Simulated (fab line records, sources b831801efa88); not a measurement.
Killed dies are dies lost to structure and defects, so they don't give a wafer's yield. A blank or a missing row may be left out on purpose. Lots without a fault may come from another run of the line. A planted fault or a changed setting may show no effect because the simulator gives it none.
One fault seen from 2 desks | flow sky130 | each desk has only its own numbers; what lay behind them comes last

THE METROLOGY DESK
What the gauges read, lot by lot, whatever tool the lot ran on: means of the sampled wafers that have a number. A lot is out of limits, marked OUT, if its mean lies more than 4 standard deviations from the usual mean; the brackets give that distance.
Columns: A = CAPM_TIN_RS at SKY_CAPM_RS_MEAS_03, usual 6.90 ohm/sq; B = CAPM_TIN_THK at SKY_CAPM_THK_MEAS_04, usual 198 nm
lot  | first seen here | A               | B
L701 | day 36 17:01    | 6.97            | 196
L704 | day 37 15:03    | 6.85            | 201
L705 | day 37 18:32    | 6.89            | 199
L706 | day 38 18:49    | 6.95            | 196
L712 | day 39 23:35    | 6.86            | 200
L713 | day 40 07:40    | 6.86            | 200
L715 | day 41 02:53    | 6.81            | 199
L717 | day 41 04:01    | 6.91            | 199
L719 | day 42 01:59    | 6.96            | 197
L721 | day 42 12:25    | 6.24 (-6.0) OUT | 223 (+7.2) OUT
This desk's finding: out of limits on L721; first on L721, day 42 12:25 (CAPM_TIN_RS at SKY_CAPM_RS_MEAS_03). In limits: L701, L704, L705, L706, L712, L713, L715, L717, L719.

THE TOOL OWNER'S DESK: pvd_sputter-04
The tool's own readings at SKY_CAPM_SPUTTER_02 (material TiN, target thk 200 nm, time 166.7 s): means of the sampled wafers that have a number, for each lot that ran on this tool. A lot is out of limits, marked OUT, if its mean lies more than 4 standard deviations from the usual mean; the brackets give that distance.
Columns: A = throttle_valve_pct at SKY_CAPM_SPUTTER_02, usual 29.8 %
lot  | first seen here | A
L706 | day 38 18:40    | 30.3
L713 | day 40 07:32    | 30.1
L717 | day 41 03:51    | 29.8
L721 | day 42 12:17    | 30.0
This desk's finding: nothing out of limits on any of the 4 lots.

PUT TOGETHER
The metrology desk could have raised an alarm at day 42 12:25, on L721.
The tool owner's desk saw nothing out of limits.
The tool owner's desk has L721 on record, within its limits.
Of the lots named, all ran SKY_CAPM_SPUTTER_02 on pvd_sputter-04.

WHAT THE SIMULATOR HAD PUT IN
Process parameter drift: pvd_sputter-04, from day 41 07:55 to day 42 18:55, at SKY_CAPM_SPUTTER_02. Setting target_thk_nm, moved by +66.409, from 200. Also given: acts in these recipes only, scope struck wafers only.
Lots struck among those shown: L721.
Hours from the fault's start to each desk's first reading out of limits: the metrology desk, 28.
